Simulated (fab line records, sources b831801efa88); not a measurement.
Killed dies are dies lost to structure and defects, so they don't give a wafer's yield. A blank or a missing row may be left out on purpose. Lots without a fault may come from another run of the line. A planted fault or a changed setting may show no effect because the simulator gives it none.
fab line records | flow gf180mcu | part 1 of 2: steps 1 to 29 of 41
record lots=5 wafers=15 last_day=34
route steps=602 shown PSD@261 NSD@262 SAB@264 SALICIDE@278 CONTACT@287
lots that met no fault: from a run of the same line without faults
start_h: hours from the record's first day to the start of the lot's first wafer shown | wait_h: hours since the lot's step before | " the same as in the row above | L1.1+2: a row that stands for several wafers | - no value, or no start given | * or withheld: withheld | < > ~ a bound
route shown NAME@n: a module of which the file shows steps, and the number in the route of the first | usual: mean/standard deviation of fault-free wafers | same: alike in all rows | chamber/n: place in a boat | sites: the reading at each site | _std_site: their standard deviation | _edge_site: outer sites' mean less inner sites' | radius_mm: how far each site lies from the wafer's centre | mask NAME#n: copy n | behind: the tool/chamber that last shaped the wafer | hold: why the lot was held/for how many hours/how that ended | device: the transistor (n, p or np) that didn't switch | end of line: the same wafers' tests at the end of the route | a step without rows: its recipe alone | killed: dies lost to structure and defects at the first sort, not the wafer's yield | map: a wafer's dies, x killed, . not, _ none there
set.NAME: the setting as run; set.NAME@STEP: as run at that earlier step | model.NAME: the simulator's own value behind a step, which no gauge read
lots at some steps of the route; a table a step, a row a wafer
services: from which hour (start_h, from the record's first day; less than 0 if before it) a tool's chamber was out of use, for how many hours, and why
## steps
# step GF_PSD_RTA_13
# recipe temp_c=1025 time_s=20 ambient=N2
# usual lamp_power_pct=33.8/2.1 wafer_temp_C_max=1030.7/1.2
# columns lot.wafer tool chamber start_h wait_h lamp_power_pct wafer_temp_C_max
L077.3 rtp_anneal-01 0 338.49 0.0 35.8 1028.9
L077.4 " 0 " " 35.7 1031.2
L077.5 " 0 " " 35.8 1031.3
L082.1 rtp_anneal-02 0 383.20 0.0 31.5 1031.1
L082.3 " 0 " " 31.6 1029.7
L082.4 " 0 " " 31.6 1029.7
L089.1 rtp_anneal-01 0 448.22 0.0 35.8 1030.9
L089.5 " 0 " " 35.8 1028.1
L089.6 " 0 " " 35.8 1030.0
L092.1 rtp_anneal-02 0 469.10 0.0 31.6 1028.7
L092.2 " 0 " " 31.5 1029.1
L092.3 " 0 " " 31.6 1029.6
L095.4 rtp_anneal-02 0 492.30 0.0 31.6 1030.2
L095.5 " 0 " " 31.6 1028.4
L095.6 " 0 " " 31.6 1029.5
# step GF_PSD_RS_MEAS_14
# recipe thk_meas_gauge=four-point-probe
# usual NSD_RS=46.16/0.085
# columns lot.wafer tool chamber start_h wait_h NSD_RS[ohm/sq]
L077.3 film_metro-03 - 338.58 0.1 46.12
L077.4 " - " " 46.22
L077.5 " - " " 46.17
L082.1 film_metro-03 - 383.37 0.1 46.28
L082.3 " - " " 46.24
L082.4 " - " " 46.13
L089.1 film_metro-01 - 448.30 0.1 46.18
L089.5 " - " " 46.11
L089.6 " - " " 46.16
L092.1 film_metro-04 - 469.18 0.1 46.37
L092.2 " - " " 46.19
L092.3 " - " " 46.17
L095.4 film_metro-03 - 492.40 0.1 46.30
L095.5 " - " " 46.20
L095.6 " - " " 46.13
# step GF_PSD_RS_MEAS_15
# recipe thk_meas_gauge=four-point-probe
# usual PSD_RS=108.67/0.28
# columns lot.wafer tool chamber start_h wait_h PSD_RS[ohm/sq]
L077.3 film_metro-03 - 338.70 0.1 108.69
L077.4 " - " " 108.76
L077.5 " - " " 108.54
L082.1 film_metro-03 - 383.49 0.1 108.94
L082.3 " - " " 108.94
L082.4 " - " " 108.99
L089.1 film_metro-01 - 448.42 0.1 108.62
L089.5 " - " " 108.78
L089.6 " - " " 108.82
L092.1 film_metro-04 - 469.30 0.1 109.04
L092.2 " - " " 109.25
L092.3 " - " " 109.02
L095.4 film_metro-03 - 492.52 0.1 108.61
L095.5 " - " " 108.62
L095.6 " - " " 108.41
# step GF_SAB_CVD_00
# recipe material=SiO2 target_thk_nm=50 precursor=TEOS temp_c=400 time_s=4.9302 rf_w=600
# usual heater_power_w=715/90
# columns lot.wafer tool chamber start_h wait_h heater_power_w
L077.3 pecvd-01 1 338.78 0.1 659
L077.4 " 0 " " 576
L077.5 " 1 " " 649
L082.1 pecvd-02 1 383.61 0.1 771
L082.3 " 1 " " 765
L082.4 " 2 " " 677
L089.1 pecvd-02 0 448.54 0.1 695
L089.5 " 2 " " 733
L089.6 " 0 " " 727
L092.1 pecvd-04 1 469.42 0.1 915
L092.2 " 0 " " 795
L092.3 " 2 " " 698
L095.4 pecvd-04 1 492.59 0.0 852
L095.5 " 0 " " 750
L095.6 " 2 " " 719
# step GF_SAB_THK_MEAS_01
# recipe reads=SiO2_of_SAB_CVD_00
# usual SAB_CVD_00_THK=50.2/0.73
# columns lot.wafer tool chamber start_h wait_h SAB_CVD_00_THK[nm]
L077.3 film_metro-04 - 338.82 0.0 50.1
L077.4 " - " " 51.3
L077.5 " - " " 51.0
L082.1 film_metro-02 - 383.64 0.0 49.2
L082.3 " - " " 49.2
L082.4 " - " " 49.6
L089.1 film_metro-02 - 448.56 0.0 49.1
L089.5 " - " " 50.6
L089.6 " - " " 50.4
L092.1 film_metro-01 - 469.44 0.0 49.4
L092.2 " - " " 49.8
L092.3 " - " " 49.5
L095.4 film_metro-04 - 492.63 0.0 51.2
L095.5 " - " " 50.9
L095.6 " - " " 51.0
# step GF_SAB_DEHYDRATE_02
# recipe temp_c=200 time_s=60
# columns lot.wafer tool chamber start_h wait_h
L077.3+4+5 litho_track-01 0 348.60 9.8
L082.1+3+4 litho_track-03 0 393.94 10.3
L089.1+5+6 litho_track-04 0 459.78 11.2
L092.1+2+3 litho_track-03 0 481.24 11.8
L095.4+5+6 litho_track-03 0 504.26 11.6
# step GF_SAB_HMDS_03
# recipe prime_time_s=60 prime_temp_c=120
# columns lot.wafer tool chamber start_h wait_h
L077.3+4+5 litho_track-01 0 348.75 0.1
L082.1+3+4 litho_track-03 0 394.09 0.1
L089.1+5+6 litho_track-04 0 459.93 0.1
L092.1+2+3 litho_track-03 0 481.39 0.1
L095.4+5+6 litho_track-03 0 504.41 0.1
# step GF_SAB_COAT_04
# recipe resist=NOVOLAK spin_rpm=3000 resist_thk_nm=1000
# usual dispense_pressure_kPa=53.5/2.5
# columns lot.wafer tool chamber start_h wait_h dispense_pressure_kPa
L077.3 litho_track-01 0 348.90 0.1 51.2
L077.4 " 0 " " 51.2
L077.5 " 0 " " 51.3
L082.1 litho_track-03 0 394.24 0.1 52.2
L082.3 " 0 " " 52.2
L082.4 " 0 " " 52.1
L089.1 litho_track-04 0 460.08 0.1 57.4
L089.5 " 0 " " 57.4
L089.6 " 0 " " 57.3
L092.1 litho_track-03 0 481.54 0.1 52.2
L092.2 " 0 " " 52.2
L092.3 " 0 " " 52.2
L095.4 litho_track-03 0 504.56 0.1 52.2
L095.5 " 0 " " 52.2
L095.6 " 0 " " 52.2
# step GF_SAB_SOFTBAKE_05
# recipe temp_c=90 time_s=60 resist=NOVOLAK
# columns lot.wafer tool chamber start_h wait_h
L077.3+4+5 litho_track-01 0 349.05 0.1
L082.1+3+4 litho_track-03 0 394.39 0.1
L089.1+5+6 litho_track-04 0 460.23 0.1
L092.1+2+3 litho_track-03 0 481.69 0.1
L095.4+5+6 litho_track-03 0 504.71 0.1
# step GF_SAB_EXPOSE_06
# recipe mask_id=SAB target_cd_nm=420 na=0.6 source_shape=conventional sigma_outer=0.6 dose_mj=140
# columns lot.wafer tool chamber start_h wait_h mask
L077.3+4+5 iline_stepper-01 0 - - SAB#0
L082.1+3+4 iline_stepper-02 0 - - SAB#0
L089.1+5+6 iline_stepper-01 0 - - SAB#0
L092.1+2+3 iline_stepper-01 0 - - SAB#0
L095.4+5+6 iline_stepper-02 0 - - SAB#0
# step GF_SAB_PEB_07
# recipe temp_c=withheld time_s=* resist=NOVOLAK
# columns lot.wafer tool chamber start_h wait_h
L077.3+4+5 litho_track-04 0 - -
L082.1+3+4 litho_track-04 0 - -
L089.1+5+6 litho_track-01 0 - -
L092.1+2+3 litho_track-01 0 - -
L095.4+5+6 litho_track-01 0 - -
# step GF_SAB_DEVELOP_08
# recipe develop_time_s=60 dev_temp_c=23
# usual developer_temp_C=23.00/0.11
# columns lot.wafer tool chamber start_h wait_h developer_temp_C
L077.3 litho_track-04 0 359.68 0.1 23.18
L077.4 " 0 " " 23.22
L077.5 " 0 " " 23.03
L082.1 litho_track-04 0 405.88 0.1 23.01
L082.3 " 0 " " 23.04
L082.4 " 0 " " 22.92
L089.1 litho_track-01 0 472.40 0.1 22.92
L089.5 " 0 " " 22.98
L089.6 " 0 " " 23.20
L092.1 litho_track-01 0 493.15 0.1 22.98
L092.2 " 0 " " 22.85
L092.3 " 0 " " 22.78
L095.4 litho_track-01 0 516.28 0.1 23.02
L095.5 " 0 " " 22.94
L095.6 " 0 " " 23.06
# step GF_SAB_CD_MEAS_09
# recipe target_cd_nm=420
# usual cd_nm=420.1/1.9
# columns lot.wafer tool chamber start_h wait_h cd_nm
L077.3 cd_sem-02 - 359.82 0.1 419.9
L077.4 " - " " 420.7
L077.5 " - " " 420.8
L082.1 cd_sem-02 - 406.03 0.1 416.6
L082.3 " - " " 422.0
L082.4 " - " " 418.9
L089.1 cd_sem-01 - 472.55 0.1 421.0
L089.5 " - " " 421.7
L089.6 " - " " 418.5
L092.1 cd_sem-02 - 493.30 0.1 418.3
L092.2 " - " " 418.0
L092.3 " - " " 419.1
L095.4 cd_sem-01 - 516.41 0.1 421.5
L095.5 " - " " 419.8
L095.6 " - " " 421.0
# step GF_SAB_OVL_MEAS_10
# usual SAB_OVL=0.1/1.5
# columns lot.wafer tool chamber start_h wait_h SAB_OVL[nm]
L077.3 overlay-02 - 359.91 0.1 1.1
L077.4 " - " " 0.1
L077.5 " - " " 0.4
L082.1 overlay-01 - 406.15 0.1 0.5
L082.3 " - " " -0.5
L082.4 " - " " -0.6
L089.1 overlay-02 - 472.67 0.1 -0.5
L089.5 " - " " -0.2
L089.6 " - " " 1.4
L092.1 overlay-01 - 493.42 0.1 0.4
L092.2 " - " " -2.0
L092.3 " - " " -2.4
L095.4 overlay-01 - 516.49 0.1 -3.6
L095.5 " - " " -1.4
L095.6 " - " " -1.2
# step GF_SAB_ETCH_11
# recipe chemistry=C4F8/O2/Ar mask_material=NOVOLAK target=SiO2 target_depth_nm=55 source_w=1500 bias_w=1200 pressure_mtorr=40 c4f8_flow_sccm=withheld O2_flow_sccm=6 Ar_flow_sccm=300 time_s=8.5
# usual oes_product_au=0.993/0.0088
# columns lot.wafer tool chamber start_h wait_h oes_product_au rf_hours_counter_h
L077.3 rie_diel-04 1 359.93 0.0 0.987 96
L077.4 " 3 " " 0.980 42
L077.5 " 0 " " 0.994 -
L082.1 rie_diel-02 2 406.18 0.0 1.000 74
L082.3 " 1 " " 0.990 2
L082.4 " 3 " " 1.002 97
L089.1 rie_diel-02 2 472.71 0.0 1.007 76
L089.5 " 3 " " 0.998 -
L089.6 " 2 " " 1.002 -
L092.1 rie_diel-03 1 493.46 0.0 0.997 31
L092.2 " 2 " " 0.990 1
L092.3 " 3 " " 0.991 6
L095.4 rie_diel-02 1 516.51 0.0 1.001 5
L095.5 " 3 " " 0.985 -
L095.6 " 2 " " 1.010 -
# step GF_SAB_WET_ETCH_12
# recipe chemistry=dHF target_depth_nm=22 dry=n2_spin target=SiO2 temp_c=25 dilution=100:1 time_s=440
# columns lot.wafer tool chamber start_h wait_h
L077.3+4+5 wet_bench-04 2 359.95 0.0
L082.1+3+4 wet_bench-01 1 406.20 0.0
L089.1+5+6 wet_bench-01 1 472.73 0.0
L092.1+2+3 wet_bench-03 0 493.48 0.0
L095.4+5+6 wet_bench-03 0 516.53 0.0
# step GF_SAB_STRIP_13
# recipe chemistry=O2/N2 power_w=1400 pressure_mtorr=1500 platen_temp_c=250 o2_flow_sccm=3000 n2_flow_sccm=300 overash_fraction=0.5
# usual drypump_motor_current_A=5.76/0.3 heater_power_w=355/22 oes_product_au=0.709/0.0043 strip_time_to_endpoint_s=12.64/0.039
# columns lot.wafer tool chamber start_h wait_h drypump_motor_current_A heater_power_w oes_product_au rf_hours_counter_h strip_time_to_endpoint_s
L077.3 plasma_asher-04 0 360.13 0.0 6.16 352 0.708 - 12.67
L077.4 " 1 " " 5.84 378 0.711 - 12.66
L077.5 " 1 " " 5.82 391 0.713 - 12.66
L082.1 plasma_asher-01 1 406.33 0.0 5.29 337 0.715 73 12.57
L082.3 " 0 " " 5.78 373 0.713 - 12.61
L082.4 " 1 " " 5.28 336 0.700 - 12.61
L089.1 plasma_asher-01 1 472.86 0.0 5.28 334 0.700 80 12.66
L089.5 " 1 " " 5.28 332 0.704 - 12.70
L089.6 " 0 " " 5.82 363 0.703 - 12.65
L092.1 plasma_asher-03 1 493.74 0.0 5.86 332 0.713 75 12.58
L092.2 " 0 " " 5.46 311 0.712 75 12.61
L092.3 " 1 " " 5.86 325 0.716 - 12.60
L095.4 plasma_asher-04 0 516.70 0.0 6.17 364 0.712 - 12.64
L095.5 " 1 " " 5.83 379 0.707 - 12.60
L095.6 " 0 " " 6.17 356 0.710 - 12.63
# step GF_SALICIDE_CLEAN_00
# recipe chemistry=SC1/SC2 mix=1:4:20 temp_c=70 time_s=150
# columns lot.wafer tool chamber start_h wait_h
L077.3+4+5 wet_bench-04 0 360.20 0.0
L082.1+3+4 wet_bench-04 3 406.43 0.1
L089.1+5+6 wet_bench-02 2 472.96 0.1
L092.1+2+3 wet_bench-01 2 493.84 0.1
L095.4+5+6 wet_bench-02 1 516.77 0.0
# step GF_SALICIDE_WET_ETCH_01
# recipe chemistry=dHF target_depth_nm=5 dry=ipa_marangoni target=SiO2 temp_c=25 dilution=100:1 time_s=100
# columns lot.wafer tool chamber start_h wait_h
L077.3+4+5 wet_bench-01 1 360.25 0.0
L082.1+3+4 wet_bench-01 2 406.54 0.0
L089.1+5+6 wet_bench-01 2 473.01 0.0
L092.1+2+3 wet_bench-04 2 493.89 0.0
L095.4+5+6 wet_bench-01 1 516.82 0.0
# step GF_SALICIDE_SPUTTER_02
# recipe material=Co target_thk_nm=10 power_w=1000 time_s=20 chamber_pressure_pa=0.4
# usual cathode_dc_power_W=999.99/0.17 throttle_valve_pct=29.8/0.91
# columns lot.wafer tool chamber start_h wait_h cathode_dc_power_W throttle_valve_pct
L077.3 pvd_sputter-04 - 360.29 0.0 1000.3 32.1
L077.4 " - " " 1000.0 29.3
L077.5 " - " " 999.97 28.6
L082.1 pvd_sputter-02 - 406.58 0.0 999.98 29.8
L082.3 " - " " 1000.1 31.3
L082.4 " - " " 1000.2 29.5
L089.1 pvd_sputter-02 - 473.05 0.0 1000.1 31.5
L089.5 " - " " 1000.3 31.3
L089.6 " - " " 999.66 30.0
L092.1 pvd_sputter-04 - 493.93 0.0 999.76 29.5
L092.2 " - " " 999.90 31.7
L092.3 " - " " 999.83 28.9
L095.4 pvd_sputter-02 - 516.86 0.0 999.99 30.0
L095.5 " - " " 1000.0 29.4
L095.6 " - " " 1000.1 29.9
# step GF_SALICIDE_SPUTTER_03
# recipe material=TiN target_thk_nm=20 power_w=6500 time_s=16.92 chamber_pressure_pa=0.4
# usual cathode_dc_power_W=6499.9/1 throttle_valve_pct=29.9/0.93
# columns lot.wafer tool chamber start_h wait_h cathode_dc_power_W throttle_valve_pct
L077.3 pvd_sputter-04 - 360.32 0.0 6500.6 32.3
L077.4 " - " " 6499.0 29.5
L077.5 " - " " 6501.3 28.8
L082.1 pvd_sputter-02 - 406.61 0.0 6500.4 29.8
L082.3 " - " " 6499.9 31.5
L082.4 " - " " 6499.7 29.5
L089.1 pvd_sputter-02 - 473.08 0.0 6499.1 31.5
L089.5 " - " " 6499.6 31.4
L089.6 " - " " 6497.8 29.9
L092.1 pvd_sputter-04 - 493.96 0.0 6500.0 29.6
L092.2 " - " " 6500.9 31.5
L092.3 " - " " 6500.2 28.9
L095.4 pvd_sputter-02 - 516.89 0.0 6500.9 30.0
L095.5 " - " " 6500.1 29.6
L095.6 " - " " 6499.9 29.8
# step GF_SALICIDE_RS_MEAS_04
# recipe thk_meas_gauge=four-point-probe reads=TiN_of_SALICIDE_SPUTTER_03+Co_of_SALICIDE_SPUTTER_02
# usual SALICIDE_TIN_RS=16.14/0.26
# columns lot.wafer tool chamber start_h wait_h SALICIDE_TIN_RS[ohm/sq]
L077.3 film_metro-04 - 360.38 0.1 16.15
L077.4 " - " " 15.90
L077.5 " - " " 15.90
L082.1 film_metro-03 - 406.63 0.0 15.93
L082.3 " - " " 16.12
L082.4 " - " " 16.07
L089.1 film_metro-03 - 473.10 0.0 16.29
L089.5 " - " " 16.26
L089.6 " - " " 16.13
L092.1 film_metro-02 - 493.98 0.0 15.89
L092.2 " - " " 16.02
L092.3 " - " " 15.82
L095.4 film_metro-04 - 516.97 0.1 15.82
L095.5 " - " " 16.34
L095.6 " - " " 16.08
# step GF_SALICIDE_THK_MEAS_05
# recipe thk_meas_gauge=xrf reads=TiN_of_SALICIDE_SPUTTER_03
# usual SALICIDE_TIN_THK=20.1/0.3
# columns lot.wafer tool chamber start_h wait_h SALICIDE_TIN_THK[nm]
L077.3 film_metro-04 - 360.48 0.1 19.7
L077.4 " - " " 19.7
L077.5 " - " " 19.4
L082.1 film_metro-03 - 406.75 0.1 20.5
L082.3 " - " " 20.0
L082.4 " - " " 20.1
L089.1 film_metro-03 - 473.22 0.1 19.7
L089.5 " - " " 19.7
L089.6 " - " " 20.1
L092.1 film_metro-02 - 494.10 0.1 20.1
L092.2 " - " " 20.3
L092.3 " - " " 20.0
L095.4 film_metro-04 - 517.06 0.1 20.3
L095.5 " - " " 20.4
L095.6 " - " " 20.3
# step GF_SALICIDE_RTA_06
# recipe temp_c=530 time_s=30 ambient=N2
# usual wafer_temp_C_max=532.9/0.59
# same lamp_power_pct=6.5
# columns lot.wafer tool chamber start_h wait_h wafer_temp_C_max
L077.3 rtp_anneal-01 0 360.59 0.1 532.9
L077.4 " 0 " " 532.2
L077.5 " 0 " " 532.5
L082.1 rtp_anneal-01 0 406.81 0.1 533.6
L082.3 " 0 " " 533.5
L082.4 " 0 " " 533.3
L089.1 rtp_anneal-01 0 473.28 0.1 533.7
L089.5 " 0 " " 534.2
L089.6 " 0 " " 534.9
L092.1 rtp_anneal-01 0 494.16 0.1 533.4
L092.2 " 0 " " 533.3
L092.3 " 0 " " 532.2
L095.4 rtp_anneal-01 0 517.14 0.1 532.0
L095.5 " 0 " " 532.9
L095.6 " 0 " " 532.7
# step GF_SALICIDE_WET_ETCH_07
# recipe chemistry=SPM target_depth_nm=120 dry=n2_spin
# columns lot.wafer tool chamber start_h wait_h
L077.3+4+5 wet_bench-01 3 360.72 0.1
L082.1+3+4 wet_bench-04 3 406.91 0.1
L089.1+5+6 wet_bench-02 3 473.38 0.1
L092.1+2+3 wet_bench-02 0 494.26 0.1
L095.4+5+6 wet_bench-02 1 517.19 0.0
# step GF_SALICIDE_RTA_08
# recipe temp_c=800 time_s=30 ambient=N2
# usual lamp_power_pct=16.5/0.96 wafer_temp_C_max=804.3/0.88
# columns lot.wafer tool chamber start_h wait_h lamp_power_pct wafer_temp_C_max
L077.3 rtp_anneal-02 0 360.88 0.1 15.9 804.3
L077.4 " 0 " " 15.9 803.6
L077.5 " 0 " " 15.9 806.2
L082.1 rtp_anneal-02 0 407.11 0.0 15.9 805.1
L082.3 " 0 " " 15.9 804.0
L082.4 " 0 " " 15.9 804.3
L089.1 rtp_anneal-02 0 473.48 0.0 15.9 805.4
L089.5 " 0 " " 15.9 803.6
L089.6 " 0 " " 15.9 803.9
L092.1 rtp_anneal-02 0 494.36 0.0 15.9 805.7
L092.2 " 0 " " 15.9 804.5
L092.3 " 0 " " 16.0 803.4
L095.4 rtp_anneal-02 0 517.38 0.1 15.9 804.0
L095.5 " 0 " " 15.9 803.6
L095.6 " 0 " " 15.9 803.9
# step GF_CONTACT_CVD_00
# recipe material=SiO2 target_thk_nm=300 sigma_open_frac=0.3 temp_c=400 time_s=50 sih4_flow_sccm=60 pressure_mtorr=6
# columns lot.wafer tool chamber start_h wait_h
L077.3+4+5 hdpcvd-02 2,2,1 361.01 0.1
L082.1+3+4 hdpcvd-02 2,1,1 407.21 0.1
L089.1+5+6 hdpcvd-02 2,2,0 473.58 0.1
L092.1+2+3 hdpcvd-01 1,0,2 494.46 0.1
L095.4+5+6 hdpcvd-01 1,0,2 517.51 0.1
# step GF_CONTACT_THK_MEAS_01
# recipe reads=SiO2_of_CONTACT_CVD_00
# usual CONTACT_CVD_00_THK=300/3.5
# columns lot.wafer tool chamber start_h wait_h CONTACT_CVD_00_THK[nm]
L077.3 film_metro-01 - 361.08 0.0 304
L077.4 " - " " 304
L077.5 " - " " 299
L082.1 film_metro-02 - 407.28 0.0 304
L082.3 " - " " 302
L082.4 " - " " 299
L089.1 film_metro-02 - 473.63 0.0 301
L089.5 " - " " 302
L089.6 " - " " 303
L092.1 film_metro-01 - 494.50 0.0 293
L092.2 " - " " 294
L092.3 " - " " 297
L095.4 film_metro-02 - 517.56 0.0 305
L095.5 " - " " 303
L095.6 " - " " 300
# step GF_CONTACT_CVD_02
# recipe material=SiO2 target_thk_nm=860 precursor=TEOS temp_c=400 time_s=95.992 rf_w=600
# usual heater_power_w=630/88
# columns lot.wafer tool chamber start_h wait_h heater_power_w
L077.3 pecvd-03 2 361.12 0.0 543
L077.4 " 2 " " 601
L077.5 " 0 " " 512
L082.1 pecvd-01 0 407.34 0.1 535
L082.3 " 2 " " 735
L082.4 " 2 " " 575
L089.1 pecvd-04 0 473.69 0.1 773
L089.5 " 0 " " 643
L089.6 " 1 " " 857
L092.1 pecvd-04 1 494.56 0.1 884
L092.2 " 2 " " 718
L092.3 " 0 " " 744
L095.4 pecvd-01 0 517.62 0.1 524
L095.5 " 2 " " 569
L095.6 " 1 " " 631
